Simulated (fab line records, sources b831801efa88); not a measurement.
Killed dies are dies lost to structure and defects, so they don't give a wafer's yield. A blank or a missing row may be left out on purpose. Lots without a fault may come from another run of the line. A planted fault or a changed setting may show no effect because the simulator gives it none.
Tool commonality check | flow sky130 | 13 lots, 45 wafers sampled

WHY IT WAS OPENED
At SKY_GATE_OXIDE_OVL_MEAS_10 the reading GATE_OXIDE_OVL is flagged on 2 of 13 lots. Wafers without a fault read -1.6 nm, standard deviation 1.6.
Rule: a lot is flagged when every wafer of it that has a number lies more than 4 standard deviations from that mean, or none has a number. The other lots count as sound.

lot  | measured     | on         | GATE_OXIDE_OVL (nm), wafer by wafer | flag
L777 | day 15 03:17 | overlay-01 | -1.7 -0.9 -2.3                      |
L778 | day 15 06:05 | overlay-01 | -0.2 -2.2 -0.5                      |
L781 | day 15 20:47 | overlay-02 | -1.6 -1.0 -1.6                      |
L780 | day 16 00:02 | overlay-01 | -2.2 -1.5 -4.5                      |
L785 | day 17 13:22 | overlay-01 | -2.7 -3.5 -2.8                      |
L786 | day 18 17:59 | overlay-02 | -3.2 -1.8 -3.5                      |
L787 | day 18 18:18 | overlay-01 | -0.3 -0.3 0.2                       |
L788 | day 19 04:36 | overlay-01 | -2.9 -3.7 -4.4                      |
L793 | day 19 22:14 | overlay-02 | 215.1 215.4 215.9 216.5 217.2 217.6 | FLAGGED
L794 | day 20 12:14 | overlay-01 | 216.4 214.8 215.8 218.4 216.2 218.1 | FLAGGED
L798 | day 21 08:59 | overlay-01 | -4.9 -5.9 -5.6                      |
L797 | day 21 09:17 | overlay-02 | -1.2 -4.2 -1.5                      |
L799 | day 22 05:05 | overlay-01 | -2.1 -1.9 -3.2                      |
The numbers of the flagged lots are 216.4 nm on average: +218.0 nm against the usual, or +99 or more standard deviations.

WHICH TOOL RAN EACH LOT
The record holds 2 process steps before the reading, out of a route of 708 steps. In each cell: the tool, then ch and the chambers that the sampled wafers went through, then the start.
lot  | flag    | SKY_SONOS_ONO_ETCH_15              | SKY_GATE_OXIDE_EXPOSE_07
L777 |         | rie_diel-03 ch 0,2,3, day 13 21:19 | iline_stepper-02 ch 0, day 14 13:26
L778 |         | rie_diel-03 ch 1,3, day 14 01:20   | iline_stepper-01 ch 0, day 14 15:52
L781 |         | rie_diel-03 ch 2,3, day 14 16:04   | iline_stepper-02 ch 0, day 15 07:24
L780 |         | rie_diel-04 ch 0,2,3, day 14 18:17 | iline_stepper-02 ch 0, day 15 10:24
L785 |         | rie_diel-01 ch 1,3, day 16 07:13   | iline_stepper-01 ch 0, day 16 22:45
L786 |         | rie_diel-01 ch 1,3, day 17 09:31   | iline_stepper-02 ch 0, day 18 02:25
L787 |         | rie_diel-03 ch 0,1,3, day 17 09:49 | iline_stepper-01 ch 0, day 18 02:40
L788 |         | rie_diel-03 ch 1,2, day 17 19:11   | iline_stepper-02 ch 0, day 18 14:00
L793 | FLAGGED | rie_diel-01 ch 0,1,3, day 18 13:52 | iline_stepper-02 ch 0, day 19 07:01
L794 | FLAGGED | rie_diel-01 ch 1,2,3, day 19 02:10 | iline_stepper-02 ch 0, day 19 20:59
L798 |         | rie_diel-01 ch 0,1,2, day 20 00:37 | iline_stepper-01 ch 0, day 20 17:48
L797 |         | rie_diel-04 ch 0,1,2, day 19 22:49 | iline_stepper-01 ch 0, day 20 18:04
L799 |         | rie_diel-04 ch 1,3, day 20 18:02   | iline_stepper-01 ch 0, day 21 14:16
What these steps do:
- SKY_SONOS_ONO_ETCH_15: etches the open film in CHF3/O2, target depth 19.52 nm, time 7.8 s.
- SKY_GATE_OXIDE_EXPOSE_07: exposes mask LVOM, target cd 600 nm.
- SKY_GATE_OXIDE_OVL_MEAS_10

FLAGGED OVER TOTAL, TOOL BY TOOL (the gauges that took the reading come last)
step                       | tool             | lots run | flagged | share of the flagged lots | sound lots run after its first flagged lot
SKY_SONOS_ONO_ETCH_15      | rie_diel-01      | 5        | 2       | all                       | 1 (L798)
SKY_SONOS_ONO_ETCH_15      | rie_diel-03      | 5        | 0       | none                      | -
SKY_SONOS_ONO_ETCH_15      | rie_diel-04      | 3        | 0       | none                      | -
SKY_GATE_OXIDE_EXPOSE_07   | iline_stepper-01 | 6        | 0       | none                      | -
SKY_GATE_OXIDE_EXPOSE_07   | iline_stepper-02 | 7        | 2       | all                       | 0
SKY_GATE_OXIDE_OVL_MEAS_10 | overlay-01       | 9        | 1       | some                      | 2 (L798,L799)
SKY_GATE_OXIDE_OVL_MEAS_10 | overlay-02       | 4        | 1       | some                      | 1 (L797)

WHAT THE TABLE ALLOWS
2 rows of the table ran every flagged lot: rie_diel-01 at SKY_SONOS_ONO_ETCH_15, iline_stepper-02 at SKY_GATE_OXIDE_EXPOSE_07.
- rie_diel-01 at SKY_SONOS_ONO_ETCH_15: 2 of its 5 lots flagged. Sound lots ran on it after the first flagged one (L798), which a lasting fault on the whole tool wouldn't allow.
- iline_stepper-02 at SKY_GATE_OXIDE_EXPOSE_07: 2 of its 7 lots flagged. Its last sound lot is L788 (day 18 14:00), its first flagged lot L793 (day 19 07:01): a fault that began between those two fits.
One tool is left: iline_stepper-02 at SKY_GATE_OXIDE_EXPOSE_07.

WHAT THE SIMULATOR HAD PUT IN
Scanner matching overlay: iline_stepper-02, from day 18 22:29 on, at SKY_GATE_OXIDE_EXPOSE_07. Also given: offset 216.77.
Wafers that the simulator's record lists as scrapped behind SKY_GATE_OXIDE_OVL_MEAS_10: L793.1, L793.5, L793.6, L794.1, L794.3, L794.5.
Lots struck among those shown: L793, L794. The rule above found the same.
